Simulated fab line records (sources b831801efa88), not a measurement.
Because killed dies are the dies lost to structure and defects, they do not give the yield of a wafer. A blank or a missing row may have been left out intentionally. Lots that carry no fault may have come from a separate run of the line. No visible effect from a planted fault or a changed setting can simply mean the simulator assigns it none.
Matching of chambers :: flow gf180mcu :: pecvd-04 running GF_V3_CVD_02: 3 sister chambers
The step deposits SiO2 from TEOS, target thk 850 nm, time 94.851 s. 16 wafers are shown with their chamber, then 8 later ones without.

WAFERS PAIRED WITH THEIR CHAMBERS
wafer: L076.1
chamber: 0
heater-power-w (W): 655
susceptor-temp-C (C): 400.17

wafer: L076.3
chamber: 1
heater-power-w (W): 558
susceptor-temp-C (C): 399.97

wafer: L076.6
chamber: 2
heater-power-w (W): 660
susceptor-temp-C (C): 400.03

wafer: L078.1
chamber: 2
heater-power-w (W): 746
susceptor-temp-C (C): 400.18

wafer: L078.2
chamber: 1
heater-power-w (W): 629
susceptor-temp-C (C): 400.20

wafer: L078.6
chamber: 2
heater-power-w (W): 585
susceptor-temp-C (C): 399.75

wafer: L079.4
chamber: 2
heater-power-w (W): 720
susceptor-temp-C (C): 399.90

wafer: L079.5
chamber: 1
heater-power-w (W): 511
susceptor-temp-C (C): 400.27

wafer: L079.6
chamber: 0
heater-power-w (W): 713
susceptor-temp-C (C): 399.98

wafer: L080.4
chamber: 0
heater-power-w (W): 682
susceptor-temp-C (C): 400.08

wafer: L080.5
chamber: 1
heater-power-w (W): 596
susceptor-temp-C (C): 400.11

wafer: L080.6
chamber: 2
heater-power-w (W): 735
susceptor-temp-C (C): 399.68

wafer: L085.1
chamber: 0
heater-power-w (W): 597
susceptor-temp-C (C): 400.27

wafer: L085.2
chamber: 1
heater-power-w (W): 625
susceptor-temp-C (C): 399.94

wafer: L085.4
chamber: 0
heater-power-w (W): 671
susceptor-temp-C (C): 399.71

wafer: L087.2
chamber: 0
heater-power-w (W): 698
susceptor-temp-C (C): 400.39

SIGNATURES (averages over the wafers above)
reading: heater-power-w
chamber 0: 669.33
chamber 1: 583.80
chamber 2: 689.20
scatter within a chamber: 52.7

reading: susceptor-temp-C
chamber 0: 400.1000
chamber 1: 400.0980
chamber 2: 399.9080
scatter within a chamber: 0.202
Rule: distance of a wafer from a chamber = root of the sum over the readings of ((wafer's reading minus chamber's mean) / reading's scatter) squared. The wafer belongs to the nearest chamber; if the next one is less than 2 further off, it can't be placed. The scatter: the root of (the sum of the squares of (reading less its chamber's mean) over the shown wafers, divided by (wafers less chambers)).

WAFERS WHOSE CHAMBER IS MISSING
wafer: L087.4
heater-power-w (W): 520
susceptor-temp-C (C): 400.15

wafer: L087.6
heater-power-w (W): 734
susceptor-temp-C (C): 400.22

wafer: L092.3
heater-power-w (W): 604
susceptor-temp-C (C): 399.67

wafer: L092.4
heater-power-w (W): 641
susceptor-temp-C (C): 399.79

wafer: L092.6
heater-power-w (W): 723
susceptor-temp-C (C): 400.46

wafer: L096.3
heater-power-w (W): 577
susceptor-temp-C (C): 400.03

wafer: L096.4
heater-power-w (W): 578
susceptor-temp-C (C): 400.45

wafer: L096.5
heater-power-w (W): 619
susceptor-temp-C (C): 400.55

CHAMBER TAKEN BY EACH
wafer: L087.4
from the rows above: can't be placed: 1 or 0
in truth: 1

wafer: L087.6
from the rows above: can't be placed: 0 or 2 or 1
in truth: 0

wafer: L092.3
from the rows above: can't be placed: 2 or 1 or 0
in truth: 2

wafer: L092.4
from the rows above: can't be placed: 2 or 0 or 1
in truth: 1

wafer: L092.6
from the rows above: can't be placed: 0 or 2 or 1
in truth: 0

wafer: L096.3
from the rows above: can't be placed: 1 or 0 or 2
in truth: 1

wafer: L096.4
from the rows above: can't be placed: 1 or 0 or 2
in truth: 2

wafer: L096.5
from the rows above: can't be placed: 1 or 0 or 2
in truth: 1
Placed correctly: 0 of 8. These rows do not allow placing 8 (true chamber among the candidates in 8). 0 placed wrongly.
